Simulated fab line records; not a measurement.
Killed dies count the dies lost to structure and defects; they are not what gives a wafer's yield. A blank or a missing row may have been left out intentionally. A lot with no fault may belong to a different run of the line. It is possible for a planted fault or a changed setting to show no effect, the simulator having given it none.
Which tool is to blame? ; flow sfq_line ; Sampling: 6 lots, 18 wafers, 2 of 325 route steps

== WHAT THE GAUGES READ, wafer by wafer ==
SFQ_L0_RS_MEAS_901: uses a four-point probe to measure.
lot;measured;on;L0_MONX_KI_RS (ohm/sq)
L901;day 1 17:36;film_metro-01;43.6 43.2 43.2
L903;day 2 03:34;film_metro-03;43.4 43.4 43.6
L905;day 2 13:34;film_metro-03;43.5 43.1 43.5
L911;day 3 19:35;film_metro-02;44.2 44.2 44.0
L915;day 4 15:49;film_metro-01;43.6 43.8 44.1
L917;day 5 01:36;film_metro-02;43.7 43.3 44.0

== WHAT TOOL EACH LOT RAN ON (gives the tool, then ch and the chambers of the sampled wafers, and finally the start) ==
lot;SFQ_TRILAYER_L0_DEP_SPUTTER_003
L901;pvd_sputter-03, day 1 17:29
L903;pvd_sputter-05, day 2 03:29
L905;pvd_sputter-05, day 2 13:29
L911;pvd_sputter-03, day 3 19:29
L915;pvd_sputter-03, day 4 15:29
L917;pvd_sputter-05, day 5 01:29
- SFQ_TRILAYER_L0_DEP_SPUTTER_003: material MoNx KI, target thk 40 nm, time 100 s.

== THE ANSWER, worked out from the rows above alone ==
Rule: the lots themselves supply what counts as usual. Put in order of their means at a reading, lots are off if they are a third of the lots or fewer, leave a main group of 4 or more, and stand apart from it by a gap of 3 or more times the standard deviation of the main group's means; of several such gaps the widest counts. The tables above print the reading to a certain number of digits; a main group whose means all agree to those digits is not used. Also off: a lot with no number at a reading for which 4 or more lots have one. Any other lot the step has rows for is counted as sound.
None of the lots is off at any reading shown; this tells nothing.

== WHAT THE SIMULATOR HAD PUT IN ==
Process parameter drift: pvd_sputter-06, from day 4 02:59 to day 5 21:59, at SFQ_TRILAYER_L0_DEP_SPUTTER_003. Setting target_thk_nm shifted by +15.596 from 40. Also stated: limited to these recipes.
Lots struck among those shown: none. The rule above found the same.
